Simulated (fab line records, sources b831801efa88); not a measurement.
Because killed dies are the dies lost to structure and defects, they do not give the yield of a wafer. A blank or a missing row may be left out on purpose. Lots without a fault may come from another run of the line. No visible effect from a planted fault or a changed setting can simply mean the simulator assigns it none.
Problem report in the 8D (eight disciplines) form, filled by code ; flow gf180mcu ; the parts of the form that need people (team, actions taken, sign-off) are left out

1. THE ISSUE
At GF_PSD_DEVELOP_06, developerTempC averages 25.30 C over 6 wafers from 2 lots, while fault-free wafers read 23.00 C, standard deviation 0.097. Relative to the usual mean, that is a shift of +24 standard deviations.
The step: develop time 60 s.
First seen on wafer L655.1, day 21 06:02, on lithoTrack-01. At this step, 42 wafers from 14 lots have a number in the record. Rule for "out" (also "out of limits"): further than 4 standard deviations from the usual mean. Any other wafer with a number is counted as sound.

2. WHAT IT IS, AND WHAT IT ISN'T
question;is;is not
which readings at this step;developerTempC;-
which lots;L655, L658;L635, L637, L638, L639, L640, L641, L642, L643, L645, L649, L650, L652
which wafers of those lots;all that have a number;-
read on which tools;lithoTrack-01;lithoTrack-02, lithoTrack-04
when;from day 21 06:02;up to then (36 sound wafers)

3. THE SUSPECTS, EACH WITH WHAT RULES IT OUT
Counting: a tool at a process step up to the reading stays a suspect if it ran every lot that is out and no sound lot after the first of them.
- lithoTrack-01 at GF_PSD_DEVELOP_06 (develop time 60 s): kept. All lots that are out passed through it, beginning with L655 at day 21 06:02, and no sound lot followed; its final sound lot before that point was L652 at day 20 09:07. Its own developerTempC readings are out on those wafers.
Left after counting: lithoTrack-01 at GF_PSD_DEVELOP_06.

4. THE CAUSE (what the simulator had put in)
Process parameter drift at GF_PSD_DEVELOP_06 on lithoTrack-01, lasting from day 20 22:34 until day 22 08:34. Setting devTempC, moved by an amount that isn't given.
Only this tool survived the counting.

5. SEQUENCE OF EFFECTS, ordered by route
One row per reading whose mean, taken over the struck wafers that have a number, lies over 3 standard deviations from the usual. Readings are gone through only where the record gives a usual standard deviation; hours: the median, over the lots, of the time from a lot's start at the first step in this table giving one to that lot's start at this step; sigmas: the change measured in usual standard deviations.
hours;step;reading;usual;on struck wafers;change;sigmas
0;GF_PSD_DEVELOP_06;developerTempC;23.00 C;25.30;+2.30;+24
The process steps in it:
- GF_PSD_DEVELOP_06: develop time 60 s.
Later measuring or inspecting steps at which every struck wafer that the step has a row for has a number for every such reading, and none has moved that far: GF_PSD_CD_MEAS_07, GF_SAB_OVL_MEAS_10.

6. HOW IT WOULD HAVE BEEN CAUGHT EARLIER
First out-of-limits reading in this record: day 21 06:02, which is 7 hours after fault onset at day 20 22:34.
